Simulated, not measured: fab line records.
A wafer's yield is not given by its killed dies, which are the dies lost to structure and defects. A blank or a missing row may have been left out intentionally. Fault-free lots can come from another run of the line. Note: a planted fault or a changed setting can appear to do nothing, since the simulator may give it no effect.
Problem report, 8D (eight disciplines) form, completed by code    flow gf180mcu    the parts of the form that need people (team, actions taken, sign-off) are left out

## 1. WHAT WENT WRONG
MVSD_TW at GF_MVSD_TW_MEAS_11 reads a mean of 30 on 3 wafers of 1 lot; wafers without a fault read 1576 with a standard deviation of 15. So: -99 or more standard deviations from the usual mean.
Earliest sighting: wafer L442.1 on film metro-03 at day 5 05:28. The record holds 39 wafers of 13 lots with a number at this step. Rule for "out", or "out of limits": more than 4 standard deviations from the usual mean. The other wafers with a number count as sound.

## 2. WHAT IT IS; WHAT IT IS NOT
question                     is                      is not
which readings at this step  MVSD_TW                 -
which lots                   L442                    L443, L444, L445, L454, L456, L457, L458, L459, L460, L461, L462, L464
which wafers of those lots   all that have a number  -
read on which gauges         film metro-03           film metro-01, film metro-02
when                         from day 5 05:28        up to then (0 sound wafers); but 36 sound wafers of L443, L444, L445, L454, L456, L457, L458, L459, L460, L461, L462, L464 came after

## 3. WHAT RULES OUT EACH SUSPECT
Counting: a tool stays on the suspect list if, at a process step up to the reading, it processed all lots that are out and no sound lot following the first of them.
- ruled out: the gauge at GF_MVSD_TW_MEAS_11. All the wafers that are out were read on film metro-03, but those of them that GF_LVPWELL_STRIP_10 has rows for are out there too, on other tools.
- plasma asher-02 at GF_LVPWELL_STRIP_10 (strips in O2/N2): ruled out as a lasting fault. The sound lots L458, L459 went through it after L442, its earliest lot that is out (day 4 16:10).
- plasma asher-04 at GF_MVSD_STRIP_10 (strips in O2/N2): ruled out as a lasting fault. The sound lots L444, L454, L460 went through it after L442, its earliest lot that is out (day 5 05:22).
Left after counting: nothing in the record.

## 4. THE CAUSE (what the simulator had put in)
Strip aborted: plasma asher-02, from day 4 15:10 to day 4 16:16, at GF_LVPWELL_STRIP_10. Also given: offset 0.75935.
It was ruled out by counting, in error; the rule expects a fault to strike all lots run on its tool from its start on, and this fault did not.

## 5. THE CHAIN OF EFFECTS, in route order
Each row: a reading where the mean over the struck wafers with a number is more than 3 standard deviations away from the usual. Readings are gone through only where the record gives a usual standard deviation; hours: the median, over the lots, of the time from a lot's start at the first step in this table giving one to that lot's start at this step; sigmas: the change measured in usual standard deviations.
hours  step                 reading                   usual       on struck wafers  change  sigmas
0      GF_LVPWELL_STRIP_10  oes product au            0.723 a.u.  0.934             +0.211  +50
13     GF_MVSD_STRIP_10     strip time to endpoint s  36.93 s     60.42             +23.49  +99 or more
13     GF_MVSD_TW_MEAS_11   MVSD_TW                   1576        30                -1546   -99 or more
Process steps it contains:
- GF_LVPWELL_STRIP_10: strips in O2/N2.
- GF_MVSD_STRIP_10: strips in O2/N2.
Readings that are blank on the struck wafers while sound wafers have them: strip time to endpoint s at GF_LVPWELL_STRIP_10.
At these later measuring or inspecting steps, every struck wafer for which the step has a row has a number for every such reading, and none has moved that far: GF_VT_IMPLANT_OVL_MEAS_18, GF_VT_IMPLANT_OVL_MEAS_29.

## 6. HOW IT WOULD HAVE BEEN CAUGHT EARLIER
Counted from the fault's start at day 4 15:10, it took 14 hours until the first out-of-limits reading at a measuring or inspecting step in this record, taken at day 5 05:28.
The tool's own readings at GF_LVPWELL_STRIP_10 were out on every struck wafer that the step has a row for (oes product au): an alarm limit on them would have fired on the first of those.
